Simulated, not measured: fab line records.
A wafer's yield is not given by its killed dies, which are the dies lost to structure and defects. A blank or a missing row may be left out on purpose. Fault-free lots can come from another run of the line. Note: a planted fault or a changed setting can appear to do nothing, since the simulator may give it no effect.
2 desks looking at one fault || flow sfq-line || what lay behind the numbers comes last; until then each desk has only its own

AT THE METROLOGY DESK
Lot by lot, what the gauges showed, no matter which tool ran the lot: averages of those sampled wafers that carry a number. If a lot's mean is further than 4 standard deviations from the usual mean, the lot is out of limits and carries the mark OUT (the distance appears in the brackets).
Columns: A = I2_BOW at SFQ_I2_BOW_MEAS_917, usual 3 um; B = I2_OVL at SFQ_I2_OVL_MEAS_918, usual 0 nm
{"lot": "L441", "first seen here": "day 27 12:37", "A": -10, "B": 0}
{"lot": "L444", "first seen here": "day 27 18:35", "A": -3, "B": 2}
{"lot": "L453", "first seen here": "day 36 08:44", "A": 0, "B": 1}
{"lot": "L454", "first seen here": "day 36 15:16", "A": -3, "B": -4}
{"lot": "L460", "first seen here": "day 39 00:42", "A": 4, "B": -2}
{"lot": "L462", "first seen here": "day 39 23:05", "A": 12, "B": -3}
Finding of this desk: none of the 6 lots has anything out of limits.

FOR THE TOOL OWNER'S DESK: rie-diel-04
The tool's own readings at SFQ_TRILAYER_I2_VIA_BARC_OPEN_VIA_ETCH_096 (etches BARC in O2, target depth 125 nm, time 41.7 s): means of the sampled wafers that have a number, for each lot that ran on this tool. If a lot's mean is further than 4 standard deviations from the usual mean, the lot is out of limits and carries the mark OUT (the distance appears in the brackets).
Columns: A = drypump-motor-current-A at SFQ_TRILAYER_I2_VIA_BARC_OPEN_VIA_ETCH_096, usual 5.6 A; B = oes-product-au at SFQ_TRILAYER_I2_VIA_BARC_OPEN_VIA_ETCH_096, usual 0.685 a.u.; C = run-length-s at SFQ_TRILAYER_I2_VIA_BARC_OPEN_VIA_ETCH_096, usual 70.0 s
{"lot": "L441", "first seen here": "day 33 10:13", "A": 5.3, "B": 0.682, "C": 70.1}
{"lot": "L444", "first seen here": "day 33 19:49", "A": 5.3, "B": 0.684, "C": 70.1}
{"lot": "L453", "first seen here": "day 42 04:33", "A": 5.4, "B": "0.730 (+9.9) OUT", "C": "66.8 (-6.6) OUT"}
{"lot": "L454", "first seen here": "day 42 14:16", "A": 5.7, "B": "0.704 (+4.2) OUT", "C": 69.3}
This desk's verdict: out of limits on L453, L454, starting with L453 at day 42 04:33 (oes-product-au at SFQ_TRILAYER_I2_VIA_BARC_OPEN_VIA_ETCH_096). In limits: L441, L444.

PUT TOGETHER
An alarm could have come from the tool owner's desk at day 42 04:33, on L453, L454.
Metrology desk: nothing out of limits seen.
The metrology desk has L453, L454 on record, within its limits.
Every lot named ran SFQ_TRILAYER_I2_VIA_BARC_OPEN_VIA_ETCH_096 on rie-diel-04.

WHAT THE SIMULATOR PUT IN
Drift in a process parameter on rie-diel-04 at SFQ_TRILAYER_I2_VIA_BARC_OPEN_VIA_ETCH_096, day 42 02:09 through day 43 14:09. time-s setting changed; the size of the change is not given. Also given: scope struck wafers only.
Shown lots that were struck: L453, L454.
Delay in hours, fault start to first out-of-limits reading, by desk: the tool owner's desk at 2.
